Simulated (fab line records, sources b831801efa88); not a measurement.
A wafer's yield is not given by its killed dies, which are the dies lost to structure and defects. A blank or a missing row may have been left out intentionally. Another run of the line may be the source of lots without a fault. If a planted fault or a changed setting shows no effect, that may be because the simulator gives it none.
Comparing a struck lot with a sound one || flow sky130 || 15 out of 708 route steps
Sound: these wafers, L809.1, L809.2, L809.5. Struck: wafers L801.4, L801.5 (left out: L801.1, a lot-mate that was not struck); the cause follows at the end.
For every step that has rows: the tool of each side, followed by ch and its chambers, followed by its first start. Under that, the readings that differ: sound wafers || struck wafers || difference of the means || sigmas: that difference in standard deviations of wafers without a fault.
alike: words and numbers the same on both sides, and readings whose means are apart by under 2 such deviations; not compared: readings that were withheld, readings missing a value for some wafer, numbers with overlapping values and no deviation given by the record, and bounds like >300 which may hide the same value.
Wherever a step has rows on one side only, a row that says differs or no value, or a row with sigmas, the two part there. Numbers that don't overlap but have no deviation are shown without sigmas and don't part them. A reading missing from all wafers of one side parts the sides only when that side holds two or more wafers.

first, 4 steps without rows for these wafers: SKY_LI_CONTACT_SOFTBAKE_08 (time 90 s); SKY_LI_CONTACT_EXPOSE_09 (exposes mask LICM1, target cd 170 nm); SKY_LI_CONTACT_PEB_10; SKY_LI_CONTACT_DEVELOP_11 (develop time 60 s).
SKY_LI_CONTACT_CD_MEAS_12: the cd target is 170 nm.
  sound on cdSem-02 at day 34 13:15; struck on cdSem-02 at day 32 06:33
  alike: cdNm
SKY_LI_CONTACT_OVL_MEAS_13:
  sound on overlay-02 at day 34 13:22; struck on overlay-01 at day 32 06:40
{"reading": "LI_CONTACT_OVL (nm)", "sound": "-15 -9 -9", "struck": "11 10", "difference": "+22", "sigmas": "+3"}
SKY_LI_CONTACT_ETCH_14: etches BARC in N2/H2, stops on SiO2, time 45.9 s, target depth 60 nm.
  sound on rieDiel-04 ch 1,2, day 34 13:24; struck on rieDiel-02 ch 0,1, day 32 06:43
{"reading": "n2FlowSccm (sccm)", "sound": "99.79 99.66 99.69", "struck": "100.60 100.19", "difference": "+0.68", "sigmas": "+2"}
  alike: biasW, drypumpMotorCurrentA, oesProductAu, throttleValvePct
  not compared: rfHoursCounterH
SKY_LI_CONTACT_ETCH_15: etches PSG in C4F8/O2/Ar, stops on Si, target depth 600 nm.
  sound on rieDiel-04 ch 1,2, day 34 13:27; struck on rieDiel-02 ch 0,1, day 32 06:45
  alike: biasW, oesProductAu
SKY_LI_CONTACT_STRIP_16: strips in O2/N2.
  sound on plasmaAsher-01 ch 0,1, day 34 13:32; struck on plasmaAsher-04 ch 1, day 32 06:50
  alike: drypumpMotorCurrentA, n2FlowSccm, oesProductAu, stripTimeToEndpointS
  not compared: rfHoursCounterH
then, 2 steps without rows for these wafers: SKY_LI_CONTACT_CLEAN_17 (cleans in NMP, time 600 s); SKY_LI_CONTACT_PRE_CLEAN_18 (time 5.6 s).
SKY_LI_CONTACT_SPUTTER_19: material Ti, target thk 20 nm, time 106.37 s.
  sound on pvdSputter-01 at day 34 13:50; struck on pvdSputter-01 at day 32 07:08
  alike: throttleValvePct
SKY_LI_CONTACT_SPUTTER_20: material TiN, target thk 20 nm, time 80 s.
  sound on pvdSputter-01 at day 34 13:55; struck on pvdSputter-01 at day 32 07:13
{"reading": "model.TiN_of_LI_CONTACT_SPUTTER_20.thkNm (nm)", "sound": "20.13 20.09 19.98", "struck": "34.59 34.49", "difference": "+14.47", "sigmas": ""}
  alike: throttleValvePct
SKY_LI_CONTACT_CVD_21: deposits W, target thk 400 nm, time 120.56 s.
  sound on cvdW-02 ch 0,1, day 34 13:59; struck on cvdW-01 ch 0, day 32 07:16
{"reading": "susceptorTempC (C)", "sound": "399.97 400.62 400.13", "struck": "399.78 399.61", "difference": -0.55, "sigmas": -2}
  alike: heaterPowerW
-- the record jumps here: 16 days lie between the struck wafers' starts before and after (it left off in module LI_CONTACT and takes up again in module PAD_OPEN, whose first step shown is number 708 of the route) --
SKY_PAD_OPEN_PROBE_99:
  sound on prober-02 at day 49 20:07; struck on prober-02 at day 48 05:32
{"reading": "killedAtContacts", "sound": "37 30 30", "struck": "19 15", "difference": -15, "sigmas": -3}
{"reading": "model.etest.liconNdiff.rcOhm", "sound": "185.7 175.5 167.7", "struck": "191.4 191.5", "difference": "+15.2", "sigmas": ""}
  alike: killed_at_M0_to_M3, killed_at_M4_up, killedAtFrontEnd, killedAtOther, killedDies, killedOpen, killedShort
  not compared: model.etest.liconPoly.rcOhm

WHERE THEY PART
Earliest at SKY_LI_CONTACT_OVL_MEAS_13; latest, in this record, at SKY_PAD_OPEN_PROBE_99.

WHY: what the simulator had put in
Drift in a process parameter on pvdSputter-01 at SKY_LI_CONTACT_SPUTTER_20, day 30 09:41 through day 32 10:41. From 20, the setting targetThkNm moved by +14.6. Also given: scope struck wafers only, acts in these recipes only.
